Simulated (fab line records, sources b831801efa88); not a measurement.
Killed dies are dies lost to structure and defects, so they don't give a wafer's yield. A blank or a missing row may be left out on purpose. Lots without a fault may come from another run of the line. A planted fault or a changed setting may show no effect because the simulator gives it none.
fab line records | flow sky130
record lots=5 wafers=14 last_day=50
route steps=708 shown NWELL@79 PWDE@84 VT_ADJUST_HVTP@85 PAD_OPEN@708
lots that met no fault: from a run of the same line without faults
start_h: hours from the record's first day to the start of the lot's first wafer shown | wait_h: hours since the lot's step before | " the same as in the row above | L1.1+2: a row that stands for several wafers | - no value, or no start given | * or withheld: withheld | < > ~ a bound
route shown NAME@n: a module of which the file shows steps, and the number in the route of the first | usual: mean/standard deviation of fault-free wafers | same: alike in all rows | chamber/n: place in a boat | sites: the reading at each site | _std_site: their standard deviation | _edge_site: outer sites' mean less inner sites' | radius_mm: how far each site lies from the wafer's centre | mask NAME#n: copy n | behind: the tool/chamber that last shaped the wafer | hold: why the lot was held/for how many hours/how that ended | device: the transistor (n, p or np) that didn't switch | end of line: the same wafers' tests at the end of the route | a step without rows: its recipe alone | killed: dies lost to structure and defects at the first sort, not the wafer's yield | map: a wafer's dies, x killed, . not, _ none there
set.NAME: the setting as run; set.NAME@STEP: as run at that earlier step | model.NAME: the simulator's own value behind a step, which no gauge read
lots at some steps of the route; a table a step, a row a wafer
services: from which hour (start_h, from the record's first day; less than 0 if before it) a tool's chamber was out of use, for how many hours, and why
## steps
# step SKY_NWELL_TW_MEAS_26
# usual NWELL_2_TW=495/5.2
# columns lot.wafer tool chamber start_h wait_h NWELL_2_TW
L681.1 film_metro-04 - 100.32 0.1 491
L681.3 " - " " 487
L681.6 " - " " 492
L684.3 film_metro-01 - 118.79 0.1 498
L684.5 " - " " 498
L684.6 " - " " 499
L696.2 film_metro-01 - 191.68 0.1 496
L696.3 " - " " 498
L702.2 film_metro-03 - 229.35 0.1 497
L702.3 " - " " 499
L702.6 " - " " 497
L703.1 film_metro-04 - 234.99 0.1 485
L703.2 " - " " 489
L703.4 " - " " 488
# step SKY_NWELL_CLEAN_27
# recipe chemistry=SC1/SC2 mix=1:4:20 temp_c=70 time_s=150 dry=n2_spin
# step SKY_NWELL_RTA_28
# recipe temp_c=1050 time_s=30 idle_temp_c=650 ramp_up_c_per_s=150 ramp_down_c_per_s=90 ambient=N2
# usual lamp_power_pct=25.32/0.052 wafer_temp_C_max=1054.9/0.83
# columns lot.wafer tool chamber start_h wait_h lamp_power_pct wafer_temp_C_max
L681.1 rtp_anneal-01 0 100.43 0.0 25.42 1053.7
L681.3 " 0 " " 25.35 1055.0
L681.6 " 0 " " 25.30 1054.8
L684.3 rtp_anneal-02 0 118.92 0.0 25.31 1054.3
L684.5 " 0 " " 25.38 1054.9
L684.6 " 0 " " 25.31 1054.4
L696.2 rtp_anneal-02 0 191.81 0.0 25.26 1054.6
L696.3 " 0 " " 25.27 1053.7
L702.2 rtp_anneal-02 0 229.47 0.0 25.34 1054.6
L702.3 " 0 " " 25.34 1055.3
L702.6 " 0 " " 25.40 1053.8
L703.1 rtp_anneal-01 0 235.10 0.0 25.25 1053.7
L703.2 " 0 " " 25.36 1054.1
L703.4 " 0 " " 25.31 1054.5
# step SKY_NWELL_RS_MEAS_29
# recipe thk_meas_gauge=four-point-probe
# usual NWELL_RS=624.6/1.9
# columns lot.wafer tool chamber start_h wait_h NWELL_RS[ohm/sq]
L681.1 film_metro-01 - 100.53 0.1 623.2
L681.3 " - " " 620.5
L681.6 " - " " 623.3
L684.3 film_metro-04 - 119.02 0.1 621.2
L684.5 " - " " 621.7
L684.6 " - " " 618.5
L696.2 film_metro-04 - 191.91 0.1 626.9
L696.3 " - " " 626.8
L702.2 film_metro-03 - 229.57 0.1 624.8
L702.3 " - " " 625.9
L702.6 " - " " 626.1
L703.1 film_metro-04 - 235.20 0.1 626.3
L703.2 " - " " 623.7
L703.4 " - " " 625.8
# step SKY_NWELL_RS_MEAS_31
# recipe thk_meas_gauge=four-point-probe
# usual PWDE_RS=5270/21
# columns lot.wafer tool chamber start_h wait_h PWDE_RS[ohm/sq]
L681.1 film_metro-01 - 100.77 0.1 5283
L681.3 " - " " 5270
L681.6 " - " " 5262
L684.3 film_metro-04 - 119.26 0.1 5249
L684.5 " - " " 5252
L684.6 " - " " 5298
L696.2 film_metro-04 - 192.15 0.1 5289
L696.3 " - " " 5297
L702.2 film_metro-03 - 229.81 0.1 5292
L702.3 " - " " 5282
L702.6 " - " " 5288
L703.1 film_metro-04 - 235.44 0.1 5258
L703.2 " - " " 5242
L703.4 " - " " 5234
# step SKY_VT_ADJUST_HVTP_DEHYDRATE_00
# recipe temp_c=200 time_s=60
# step SKY_VT_ADJUST_HVTP_HMDS_01
# recipe prime_time_s=60 prime_temp_c=120
# step SKY_VT_ADJUST_HVTP_COAT_02
# recipe resist=NOVOLAK spin_rpm=3000 resist_thk_nm=1140
# step SKY_VT_ADJUST_HVTP_SOFTBAKE_03
# recipe temp_c=90 time_s=60 resist=NOVOLAK
# step SKY_VT_ADJUST_HVTP_EXPOSE_04
# recipe mask_id=HVTPM na=0.6 source_shape=conventional sigma_outer=0.6 polarization=unpolarized target_cd_nm=380 dose_mj=140
# step SKY_VT_ADJUST_HVTP_PEB_05
# recipe temp_c=withheld time_s=* resist=NOVOLAK
# step SKY_VT_ADJUST_HVTP_DEVELOP_06
# recipe resist=NOVOLAK developer=TMAH develop_time_s=60 dev_temp_c=23
# usual exhaust_pa=45.0/0.9
# columns lot.wafer tool chamber start_h wait_h exhaust_pa
L681.1 litho_track-02 0 118.26 0.1 47.3
L681.3 " 0 " " 46.0
L681.6 " 0 " " 45.8
L684.3 litho_track-04 0 137.57 0.1 45.6
L684.5 " 0 " " 44.9
L684.6 " 0 " " 44.4
L696.2 litho_track-04 0 213.69 0.1 45.0
L696.3 " 0 " " 46.5
L702.2 litho_track-03 0 253.23 0.1 45.9
L702.3 " 0 " " 45.4
L702.6 " 0 " " 44.9
L703.1 litho_track-03 0 258.80 0.1 43.5
L703.2 " 0 " " 44.7
L703.4 " 0 " " 43.9
# step SKY_VT_ADJUST_HVTP_CD_MEAS_07
# recipe target_cd_nm=380
# usual cd_nm=379.6/2.7
# columns lot.wafer tool chamber start_h wait_h cd_nm
L681.1 cd_sem-02 - 118.41 0.1 385.4
L681.3 " - " " 383.5
L681.6 " - " " 384.2
L684.3 cd_sem-01 - 137.71 0.1 381.3
L684.5 " - " " 382.2
L684.6 " - " " 376.7
L696.2 cd_sem-02 - 213.83 0.1 375.3
L696.3 " - " " 367.9
L702.2 cd_sem-02 - 253.37 0.1 381.4
L702.3 " - " " 380.4
L702.6 " - " " 382.5
L703.1 cd_sem-01 - 258.95 0.1 377.1
L703.2 " - " " 379.4
L703.4 " - " " 378.9
# step SKY_VT_ADJUST_HVTP_OVL_MEAS_08
# usual VT_ADJUST_HVTP_OVL=0.7/1.6
# columns lot.wafer tool chamber start_h wait_h VT_ADJUST_HVTP_OVL[nm]
L681.1 overlay-01 - 118.53 0.1 0.8
L681.3 " - " " 0.0
L681.6 " - " " 1.9
L684.3 overlay-01 - 137.80 0.1 2.9
L684.5 " - " " 2.7
L684.6 " - " " 0.3
L696.2 overlay-02 - 213.94 0.1 2.2
L696.3 " - " " 1.0
L702.2 overlay-01 - 253.48 0.1 1.9
L702.3 " - " " 0.3
L702.6 " - " " 1.0
L703.1 overlay-02 - 259.07 0.1 -0.6
L703.2 " - " " 2.3
L703.4 " - " " -1.2
# step SKY_PAD_OPEN_PROBE_99
# usual killed_at_M0_to_M3=42/7.7 killed_at_M4_up=3.1/1.9 killed_at_contacts=24/4.9 killed_at_front_end=15/4.6 killed_at_other=0.3/0.51 killed_dies=85/9.9 killed_open=47/7.1 killed_short=38/6.7
# same gross_dies=492 killed_at_back_side=0
# columns lot.wafer tool chamber start_h wait_h killed_at_M0_to_M3 killed_at_M4_up killed_at_contacts killed_at_front_end killed_at_other killed_dies killed_open killed_short
L681.1 prober-02 - 1071.67 0.1 42 3 27 12 0 84 47 37
L681.3 prober-02 - 1071.77 0.2 52 5 17 14 1 89 48 41
L681.6 prober-02 - 1071.92 0.2 38 6 31 13 0 88 51 37
L684.3 prober-02 - 1093.12 0.2 43 5 26 13 0 87 52 35
L684.5 prober-02 - 1093.22 0.2 49 3 22 21 0 95 47 46
L684.6 prober-02 - 1093.27 0.2 48 4 25 13 0 90 58 30
L696.2 prober-02 - 1161.22 0.1 60 5 26 18 1 110 58 52
L696.3 prober-02 - 1161.27 0.2 38 2 30 11 0 81 40 41
L702.2 prober-02 - 1195.23 0.1 52 2 19 20 0 93 50 43
L702.3 prober-02 - 1195.28 0.2 49 1 21 15 0 86 44 42
L702.6 prober-02 - 1195.43 0.2 51 2 24 22 2 101 58 41
L703.1 prober-01 - 1197.47 0.1 51 7 22 9 1 90 44 45
L703.2 prober-01 - 1197.52 0.1 47 6 27 19 1 100 46 54
L703.4 prober-01 - 1197.62 0.2 40 5 26 13 0 84 43 41
# killed by level:class
L681.1 VIA1:geometric_particle:open=9 LI_CONTACT:geometric_particle:open=9 CONTACT:geometric_particle:open=8 METAL1:geometric_particle:short=8 VIA3:geometric_particle:open=7 LI_CONTACT:geometric_particle:short=5 VIA1:geometric_particle:short=5 VIA2:geometric_particle:open=5
L681.3 VIA1:geometric_particle:open=14 METAL1:geometric_particle:short=8 FIELD_ISO:geometric_particle:open=7 CONTACT:geometric_particle:open=7 METAL2:geometric_particle:short=7 VIA2:geometric_particle:open=5 VIA1:geometric_particle:short=4 LI_CONTACT:geometric_particle:open=4
L681.6 LI_CONTACT:geometric_particle:open=10 VIA1:geometric_particle:open=9 CONTACT:geometric_particle:open=7 VIA3:geometric_particle:open=7 FIELD_ISO:geometric_particle:open=6 CONTACT:geometric_particle:short=6 LI_CONTACT:geometric_particle:short=5 METAL2:geometric_particle:short=5
L684.3 CONTACT:geometric_particle:open=13 VIA1:geometric_particle:open=12 LI_CONTACT:geometric_particle:open=8 METAL1:geometric_particle:short=7 METAL2:geometric_particle:short=6 VIA2:geometric_particle:open=5 FIELD_ISO:geometric_particle:open=4 POLY_GATE:geometric_particle:short=4
L684.5 VIA1:geometric_particle:open=14 FIELD_ISO:geometric_particle:short=7 CONTACT:geometric_particle:open=7 VIA1:geometric_particle:short=7 LI_CONTACT:geometric_particle:open=6 VIA2:geometric_particle:open=6 LOCAL_INTERCONNECT:geometric_particle:short=5 METAL2:geometric_particle:short=5
L684.6 VIA1:geometric_particle:open=16 CONTACT:geometric_particle:open=10 LI_CONTACT:geometric_particle:open=9 VIA3:geometric_particle:open=6 METAL2:geometric_particle:short=5 VIA2:geometric_particle:short=5 VIA2:geometric_particle:open=5 FIELD_ISO:geometric_particle:open=4
L696.2 VIA1:geometric_particle:open=15 VIA3:geometric_particle:open=12 CONTACT:geometric_particle:open=8 VIA1:geometric_particle:short=8 VIA2:geometric_particle:open=7 LI_CONTACT:geometric_particle:open=6 CONTACT:geometric_particle:short=6 FIELD_ISO:geometric_particle:short=5
L696.3 VIA1:geometric_particle:open=11 CONTACT:geometric_particle:short=8 CONTACT:geometric_particle:open=7 METAL2:geometric_particle:short=7 LOCAL_INTERCONNECT:geometric_particle:short=6 LI_CONTACT:geometric_particle:open=5 POLY_GATE:geometric_particle:short=4 METAL1:geometric_particle:short=4
L702.2 VIA1:geometric_particle:open=10 METAL1:geometric_particle:short=7 VIA3:geometric_particle:open=7 VIA2:geometric_particle:open=6 LI_CONTACT:geometric_particle:open=6 CONTACT:geometric_particle:open=6 FIELD_ISO:geometric_particle:open=5 VIA2:geometric_particle:short=5
L702.3 VIA1:geometric_particle:open=10 VIA3:geometric_particle:open=8 CONTACT:geometric_particle:open=7 VIA1:geometric_particle:short=5 FIELD_ISO:geometric_particle:open=5 FIELD_ISO:geometric_particle:short=5 CONTACT:geometric_particle:short=5 METAL1:geometric_particle:short=5
L702.6 VIA1:geometric_particle:open=15 CONTACT:geometric_particle:open=13 VIA2:geometric_particle:open=7 FIELD_ISO:geometric_particle:open=6 FIELD_ISO:geometric_particle:short=6 POLY_GATE:geometric_particle:open=5 VIA1:geometric_particle:short=5 METAL1:geometric_particle:short=5
L703.1 VIA1:geometric_particle:open=10 METAL2:geometric_particle:short=8 VIA3:geometric_particle:open=8 CONTACT:geometric_particle:open=6 LI_CONTACT:geometric_particle:short=5 LI_CONTACT:geometric_particle:open=5 METAL1:geometric_particle:short=5 VIA2:geometric_particle:open=5
L703.2 VIA1:geometric_particle:open=10 LI_CONTACT:geometric_particle:open=9 METAL2:geometric_particle:short=8 VIA2:geometric_particle:open=7 LOCAL_INTERCONNECT:geometric_particle:short=6 VIA3:geometric_particle:short=6 METAL1:geometric_particle:short=5 METAL4:geometric_particle:short=5
L703.4 CONTACT:geometric_particle:open=9 VIA1:geometric_particle:open=8 LI_CONTACT:geometric_particle:open=7 CONTACT:geometric_particle:short=5 METAL1:geometric_particle:short=5 VIA3:geometric_particle:open=5 VIA2:geometric_particle:open=5 VIA1:geometric_particle:short=4
## services
# columns tool chamber start_h hours kind
rtp_anneal-01 - 201.67 5.0 pm
rtp_anneal-02 - 206.70 5.5 pm
## key
first_sign step=SKY_VT_ADJUST_HVTP_CD_MEAS_07 reading=cd_nm direction=down sigmas=4.4 usual=379.6 struck=367.9
effect none on later readings
met_at SKY_VT_ADJUST_HVTP_DEVELOP_06
struck_wafers L696.3
tester_left_out L696
onset_between 137.57 213.69
fault kind=process_parameter_drift tool=litho_track-04 chamber=- onset_h=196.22 steps=SKY_VT_ADJUST_HVTP_DEVELOP_06 channel=develop_time_s offset=* shape=step end_h=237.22 scope=struck_wafers_only acts_in=* stated=*
# tester_left_out: of these lots the tester's yield and bins aren't shown, on N5 and GAA mostly nor the transistor test; their killed dies are dies lost to structure and defects alone, not to doping, threshold or leakage, so they don't give the yield
